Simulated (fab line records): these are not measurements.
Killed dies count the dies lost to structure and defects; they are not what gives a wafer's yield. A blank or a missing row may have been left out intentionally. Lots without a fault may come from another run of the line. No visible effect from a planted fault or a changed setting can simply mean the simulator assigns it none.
fab line records | flow sky130
[record] lots = 14 | wafers = 42 | lastDay = 50
route steps=708 shown FIELD_ISO@18 VT_ADJUST_LVTN@104 GATE_OXIDE@201 LDD_N@241
lots that met no fault: from a run of the same line without faults
startH: hours from the record's first day to the start of the lot's first wafer shown | waitH: how many hours have passed since the lot's step before this one | " same as the row above | L1.1+2: a single row standing in for several wafers | - no value, or no start was given | * or withheld: withheld | < > ~ a bound
route shown NAME@n: names a module that has steps shown in the file, with the first one's number in the route | usual: average and standard deviation across the fault-free wafers | same: alike in all rows | chamber/n: place in a boat | sites: per-site readings | _std_site: their standard deviation | _edge_site: outer sites' mean less inner sites' | radiusMm: for every site, how far away it sits from the centre of the wafer | mask NAME#n: copy n | behind: tool/chamber where the wafer was last shaped | hold: why the lot went on hold/how many hours it stayed there/how the hold came to an end | device: which transistor (n, p or np) failed to switch | end of line: the route-end tests of the same wafers | a step with no rows: only its recipe | killed: dies lost to structure and defects at the first sort, not the wafer's yield | map: per-die view of a wafer (x killed, . not killed, _ where there is no die)
set.NAME: the run value of the setting; set.NAME@STEP: its run value at that earlier step | model.NAME: the simulator's own value behind a step, which no gauge read
one table for each step of the route and one row for each wafer, over a sample of lots
services: a tool's chamber out of use, with start hour (startH, from the record's first day; less than 0 if before it), hours out, and reason
[[steps]]
[step SKY_FIELD_ISO_ETCH_17]
[recipe] targetDepthA = 3420 | maskMaterial = Si3N4 | chemistry = HBr/Cl2/O2 | target = Si | taperDeg = 5 | icpW = 600 | biasW = 150 | pressureMtorr = 15 | HBr_flow_sccm = 150 | Cl2_flow_sccm = 40 | O2_flow_sccm = 6 | timeS = 97.7
[usual] drypumpMotorCurrentA = 5.6/0.45 | oesProductAu = 1.000/0.012 | throttleValvePct = 25.657/0.012
lot.wafer | tool     | chamber | startH | waitH | drypumpMotorCurrentA | oesProductAu | rfHoursCounterH | throttleValvePct
L225.2    | rieSi-02 | 2       | 41.09  | 0.1   | 6.1                  | 0.999        | 1               | 25.677
L225.4    | "        | 3       | "      | "     | 5.9                  | 1.013        | 58              | 25.632
L225.6    | "        | 2       | "      | "     | 6.1                  | 0.994        | -               | 25.651
L226.2    | rieSi-01 | 0       | 45.05  | 0.1   | 5.4                  | 0.990        | 1               | 25.657
L226.4    | "        | 2       | "      | "     | 5.7                  | 0.998        | 152             | 25.650
L226.6    | "        | 0       | "      | "     | 5.4                  | 0.997        | -               | 25.669
L227.2    | rieSi-01 | 3       | 48.96  | 0.1   | 5.2                  | 0.989        | 3               | 25.670
L227.4    | "        | 0       | "      | "     | 5.4                  | 1.003        | 1               | 25.653
L227.5    | "        | 3       | "      | "     | 5.2                  | 0.986        | -               | 25.662
L228.2    | rieSi-01 | 1       | 55.74  | 0.1   | 6.3                  | 0.996        | 89              | 25.672
L228.3    | "        | 0       | "      | "     | 5.4                  | 1.007        | 1               | 25.633
L228.6    | "        | 2       | "      | "     | 5.7                  | 1.000        | -               | 25.668
L229.2    | rieSi-01 | 2       | 62.79  | 0.1   | 5.7                  | 0.992        | 152             | 25.666
L229.5    | "        | 2       | "      | "     | 5.7                  | 1.000        | -               | 25.662
L229.6    | "        | 3       | "      | "     | 5.2                  | 0.984        | -               | 25.652
L231.1    | rieSi-01 | 1       | 70.16  | 0.1   | 6.4                  | 1.001        | 89              | 25.662
L231.2    | "        | 2       | "      | "     | 5.7                  | 1.005        | 152             | 25.665
L231.3    | "        | 3       | "      | "     | 5.2                  | 0.981        | 3               | 25.670
L238.1    | rieSi-02 | 2       | 106.25 | 0.1   | 6.1                  | 0.991        | 2               | 25.686
L238.3    | "        | 3       | "      | "     | 5.9                  | 1.007        | 58              | 25.649
L238.5    | "        | 1       | "      | "     | 5.6                  | 0.999        | -               | 25.652
L239.3    | rieSi-02 | 3       | 112.71 | 0.0   | 5.9                  | 1.024        | 58              | 25.636
L239.5    | "        | 0       | "      | "     | 4.9                  | 1.021        | -               | 25.639
L239.6    | "        | 1       | "      | "     | 5.6                  | 1.001        | -               | 25.643
L240.2    | rieSi-01 | 2       | 117.01 | 0.1   | 5.7                  | 0.996        | 0               | 25.662
L240.3    | "        | 0       | "      | "     | 5.4                  | 1.001        | 2               | 25.658
L240.5    | "        | 2       | "      | "     | 5.7                  | 1.000        | -               | 25.669
L241.2    | rieSi-01 | 2       | 122.49 | 0.1   | 5.7                  | 0.986        | 0               | 25.674
L241.3    | "        | 1       | "      | "     | 6.4                  | 1.000        | 90              | 25.655
L241.6    | "        | 2       | "      | "     | 5.7                  | 0.991        | -               | 25.662
L242.2    | rieSi-02 | 0       | 126.21 | 0.1   | 4.9                  | 1.022        | 92              | 25.638
L242.5    | "        | 0       | "      | "     | 4.9                  | 1.030        | -               | 25.643
L242.6    | "        | 3       | "      | "     | 5.9                  | 1.019        | -               | 25.639
L243.1    | rieSi-02 | 2       | 136.19 | 0.1   | 6.1                  | 0.980        | 2               | 25.660
L243.4    | "        | 1       | "      | "     | 5.6                  | 1.008        | 71              | 25.650
L243.5    | "        | 2       | "      | "     | 6.1                  | 0.995        | -               | 25.673
L244.2    | rieSi-01 | 2       | 139.66 | 0.1   | 5.7                  | 1.007        | 0               | 25.660
L244.4    | "        | 0       | "      | "     | 5.3                  | 0.998        | 2               | 25.664
L244.5    | "        | 1       | "      | "     | 6.4                  | 1.009        | -               | 25.669
L246.1    | rieSi-01 | 0       | 150.29 | 0.1   | 5.3                  | 0.999        | 2               | 25.651
L246.3    | "        | 2       | "      | "     | 5.7                  | 0.992        | 1               | 25.660
L246.6    | "        | 0       | "      | "     | 5.4                  | 0.988        | -               | 25.675
[step SKY_VT_ADJUST_LVTN_OVL_MEAS_07]
[usual] VT_ADJUST_LVTN_OVL = -0.5/1.5
lot.wafer | tool       | chamber | startH | waitH | VT_ADJUST_LVTN_OVL[nm]
L225.2    | overlay-01 | -       | 152.71 | -     | -1.4
L225.4    | "          | -       | "      | "     | -1.9
L225.6    | "          | -       | "      | "     | -2.7
L226.2    | overlay-01 | -       | 158.55 | -     | -0.8
L226.4    | "          | -       | "      | "     | -0.8
L226.6    | "          | -       | "      | "     | 0.1
L227.2    | overlay-01 | -       | 163.51 | -     | 0.4
L227.4    | "          | -       | "      | "     | 2.2
L227.5    | "          | -       | "      | "     | 1.2
L228.2    | overlay-02 | -       | 173.93 | -     | -0.2
L228.3    | "          | -       | "      | "     | -3.2
L228.6    | "          | -       | "      | "     | -0.4
L229.2    | overlay-02 | -       | 181.10 | -     | 3.1
L229.5    | "          | -       | "      | "     | 2.1
L229.6    | "          | -       | "      | "     | 1.1
L231.1    | overlay-02 | -       | 192.24 | -     | -2.3
L231.2    | "          | -       | "      | "     | -2.2
L231.3    | "          | -       | "      | "     | -0.9
L238.1    | overlay-01 | -       | 245.74 | -     | -1.3
L238.3    | "          | -       | "      | "     | -0.5
L238.5    | "          | -       | "      | "     | -2.3
L239.3    | overlay-01 | -       | 254.60 | -     | 0.9
L239.5    | "          | -       | "      | "     | -1.1
L239.6    | "          | -       | "      | "     | -1.4
L240.2    | overlay-01 | -       | 261.33 | -     | -2.3
L240.3    | "          | -       | "      | "     | -3.4
L240.5    | "          | -       | "      | "     | -2.2
L241.2    | overlay-02 | -       | 268.63 | -     | -2.0
L241.3    | "          | -       | "      | "     | -2.8
L241.6    | "          | -       | "      | "     | -1.5
L242.2    | overlay-01 | -       | 272.98 | -     | 0.3
L242.5    | "          | -       | "      | "     | 1.4
L242.6    | "          | -       | "      | "     | 0.8
L243.1    | overlay-02 | -       | 277.39 | -     | 1.4
L243.4    | "          | -       | "      | "     | 2.3
L243.5    | "          | -       | "      | "     | 2.5
L244.2    | overlay-02 | -       | 281.73 | -     | -0.1
L244.4    | "          | -       | "      | "     | -0.6
L244.5    | "          | -       | "      | "     | -1.0
L246.1    | overlay-01 | -       | 289.23 | -     | -0.7
L246.3    | "          | -       | "      | "     | -1.8
L246.6    | "          | -       | "      | "     | -0.7
[step SKY_GATE_OXIDE_TW_MEAS_14]
[usual] GATE_OXIDE_TW = 224.3/1.3
lot.wafer | tool         | chamber | startH | waitH | GATE_OXIDE_TW
L225.2    | filmMetro-02 | -       | 320.82 | 0.1   | 226.2
L225.4    | "            | -       | "      | "     | 226.4
L225.6    | "            | -       | "      | "     | 226.2
L226.2    | filmMetro-03 | -       | 331.65 | 0.1   | 224.1
L226.4    | "            | -       | "      | "     | 222.9
L226.6    | "            | -       | "      | "     | 224.8
L227.2    | filmMetro-03 | -       | 336.27 | 0.1   | 225.8
L227.4    | "            | -       | "      | "     | 224.5
L227.5    | "            | -       | "      | "     | 223.1
L228.2    | filmMetro-04 | -       | 346.87 | 0.1   | 223.4
L228.3    | "            | -       | "      | "     | 224.9
L228.6    | "            | -       | "      | "     | 222.5
L229.2    | filmMetro-04 | -       | 363.47 | 0.1   | 222.5
L229.5    | "            | -       | "      | "     | 222.7
L229.6    | "            | -       | "      | "     | 223.2
L231.1    | filmMetro-02 | -       | 373.90 | 0.1   | 225.2
L231.2    | "            | -       | "      | "     | 225.2
L231.3    | "            | -       | "      | "     | 225.8
L238.1    | filmMetro-02 | -       | 446.15 | 0.1   | 227.0
L238.3    | "            | -       | "      | "     | 226.2
L238.5    | "            | -       | "      | "     | 227.8
L239.3    | filmMetro-04 | -       | 456.13 | 0.1   | 223.9
L239.5    | "            | -       | "      | "     | 223.0
L239.6    | "            | -       | "      | "     | 223.8
L240.2    | filmMetro-04 | -       | 466.07 | 0.1   | 222.5
L240.3    | "            | -       | "      | "     | 222.4
L240.5    | "            | -       | "      | "     | 222.3
L241.2    | filmMetro-04 | -       | 471.29 | 0.1   | 224.8
L241.3    | "            | -       | "      | "     | 222.8
L241.6    | "            | -       | "      | "     | 222.9
L242.2    | filmMetro-04 | -       | 480.54 | 0.1   | 222.8
L242.5    | "            | -       | "      | "     | 223.6
L242.6    | "            | -       | "      | "     | 222.8
L243.1    | filmMetro-02 | -       | 482.23 | 0.1   | 225.5
L243.4    | "            | -       | "      | "     | 225.0
L243.5    | "            | -       | "      | "     | 225.3
L244.2    | filmMetro-04 | -       | 490.59 | 0.1   | 223.3
L244.4    | "            | -       | "      | "     | 225.3
L244.5    | "            | -       | "      | "     | 224.0
L246.1    | filmMetro-02 | -       | 497.41 | 0.1   | 226.1
L246.3    | "            | -       | "      | "     | 225.1
L246.6    | "            | -       | "      | "     | 226.3
[step SKY_LDD_N_EXPOSE_04]
[recipe] maskId = NTM | targetCdNm = 840 | na = 0.6 | sourceShape = conventional | sigmaOuter = 0.6 | doseMj = 110
[usual] exposureDoseMJCm2 = 110.01/0.1 | focusOffsetNm = -0.1/0.48
lot.wafer | tool            | chamber | startH | waitH | mask  | exposureDoseMJCm2 | focusOffsetNm
L225.2    | ilineStepper-02 | 0       | 397.02 | -     | NTM#0 | 110.01            | 0.3
L225.4    | "               | 0       | "      | "     | NTM#0 | 109.87            | 1.2
L225.6    | "               | 0       | "      | "     | NTM#0 | 110.01            | 0.7
L226.2    | ilineStepper-02 | 0       | 413.32 | -     | NTM#0 | 110.02            | 1.5
L226.4    | "               | 0       | "      | "     | NTM#0 | 110.11            | 0.2
L226.6    | "               | 0       | "      | "     | NTM#0 | 110.14            | -0.9
L227.2    | ilineStepper-02 | 0       | 416.09 | -     | NTM#0 | 110.09            | -0.1
L227.4    | "               | 0       | "      | "     | NTM#0 | 109.93            | -0.1
L227.5    | "               | 0       | "      | "     | NTM#0 | 110.03            | 0.1
L228.2    | ilineStepper-01 | 0       | 429.72 | -     | NTM#0 | 110.02            | -0.1
L228.3    | "               | 0       | "      | "     | NTM#0 | 110.04            | 0.3
L228.6    | "               | 0       | "      | "     | NTM#0 | 109.95            | 0.0
L229.2    | ilineStepper-02 | 0       | 444.22 | -     | NTM#0 | 110.07            | 0.0
L229.5    | "               | 0       | "      | "     | NTM#0 | 110.26            | -0.2
L229.6    | "               | 0       | "      | "     | NTM#0 | 110.10            | 0.0
L231.1    | ilineStepper-02 | 0       | 460.50 | -     | NTM#0 | 110.03            | -0.3
L231.2    | "               | 0       | "      | "     | NTM#0 | 110.12            | -1.0
L231.3    | "               | 0       | "      | "     | NTM#0 | 110.00            | 0.3
L238.1    | ilineStepper-01 | -       | 530.15 | -     | NTM#0 | -                 | -
L238.3    | "               | -       | "      | "     | NTM#0 | -                 | -
L238.5    | "               | -       | "      | "     | NTM#0 | -                 | -
L239.3    | ilineStepper-01 | -       | 539.96 | -     | NTM#0 | -                 | -
L239.5    | "               | -       | "      | "     | NTM#0 | -                 | -
L239.6    | "               | -       | "      | "     | NTM#0 | -                 | -
L240.2    | ilineStepper-01 | 0       | 553.54 | -     | NTM#0 | 110.02            | 0.6
L240.3    | "               | 0       | "      | "     | NTM#0 | 110.11            | 0.7
L240.5    | "               | 0       | "      | "     | NTM#0 | 109.96            | 0.5
L241.2    | ilineStepper-01 | 0       | 556.72 | -     | NTM#0 | 109.73            | -0.8
L241.3    | "               | 0       | "      | "     | NTM#0 | 109.93            | 0.9
L241.6    | "               | 0       | "      | "     | NTM#0 | 109.94            | 0.0
L242.2    | ilineStepper-02 | 0       | 564.39 | -     | NTM#0 | 110.05            | -0.1
L242.5    | "               | 0       | "      | "     | NTM#0 | 110.09            | 0.6
L242.6    | "               | 0       | "      | "     | NTM#0 | 109.97            | 0.5
L243.1    | ilineStepper-01 | 0       | 567.10 | -     | NTM#0 | 110.01            | -0.1
L243.4    | "               | 0       | "      | "     | NTM#0 | 110.08            | -0.1
L243.5    | "               | 0       | "      | "     | NTM#0 | 110.12            | -0.1
L244.2    | ilineStepper-01 | 0       | 575.79 | -     | NTM#0 | 109.98            | -0.3
L244.4    | "               | 0       | "      | "     | NTM#0 | 109.92            | -0.4
L244.5    | "               | 0       | "      | "     | NTM#0 | 109.99            | 0.0
L246.1    | ilineStepper-01 | 0       | 580.97 | -     | NTM#0 | 109.88            | -0.8
L246.3    | "               | 0       | "      | "     | NTM#0 | 110.04            | -0.6
L246.6    | "               | 0       | "      | "     | NTM#0 | 109.96            | -0.7
[[services]]
tool            | chamber | startH | hours | kind
ilineStepper-02 | -       | 54.24  | 1.7   | pm
rieSi-01        | 2       | 72.07  | -     | clean
rieSi-01        | 2       | 72.07  | 19.2  | scheduledDown
rieSi-01        | 2       | 72.07  | 19.2  | ventCycle
rieSi-01        | 3       | 115.33 | 3.4   | repair
rieSi-01        | 0       | 159.63 | 4.8   | repair
ilineStepper-02 | -       | 161.04 | 4.4   | pm
ilineStepper-02 | -       | 194.48 | 1.7   | repair
rieSi-02        | 0       | 229.25 | 13.1  | repair
rieSi-02        | -       | 246.52 | 4.3   | pm
rieSi-02        | -       | 250.85 | 2.8   | pm
rieSi-02        | 2       | 270.78 | 16.0  | repair
ilineStepper-02 | -       | 272.32 | 1.7   | pm
ilineStepper-01 | -       | 314.92 | 2.1   | pm
ilineStepper-02 | -       | 331.94 | 0.7   | repair
ilineStepper-02 | -       | 340.89 | 7.9   | repair
rieSi-02        | 3       | 407.69 | 5.1   | repair
rieSi-02        | 2       | 420.93 | 2.0   | repair
ilineStepper-01 | -       | 424.88 | 1.7   | pm
rieSi-02        | -       | 458.53 | 1.7   | repair
rieSi-01        | -       | 468.04 | 2.7   | repair
ilineStepper-01 | -       | 482.66 | 18.8  | repair
ilineStepper-02 | -       | 501.51 | 1.7   | pm
rieSi-01        | 0       | 552.16 | 2.0   | repair
[[key]]
[firstSign] step = SKY_LDD_N_EXPOSE_04 | reading = toolRecord | direction = missing
effect none on later readings
metAt SKY_LDD_N_EXPOSE_04
struckLots L238,L239
sortLeftOut L238.1,L238.3,L238.5,L239.3,L239.5,L239.6
testerLeftOut L238,L239
notActingAt SKY_FIELD_ISO_ETCH_17,SKY_VT_ADJUST_LVTN_OVL_MEAS_07,SKY_GATE_OXIDE_TW_MEAS_14
onsetBetween 429.72 530.15
[fault] kind = skippedStepWhole | tool = ilineStepper-01 | chamber = - | onsetH = 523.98 | steps = SKY_LDD_N_EXPOSE_04 | scope = struckLotsOnly
// testerLeftOut: of these lots the tester's yield and bins aren't shown, on N5 and GAA mostly nor the transistor test; their killed dies are dies lost to structure and defects alone, not to doping, threshold or leakage, so they don't give the yield
// sortLeftOut: the simulated sort isn't trusted on such a fault, so these wafers' sort isn't shown, and their yield isn't known
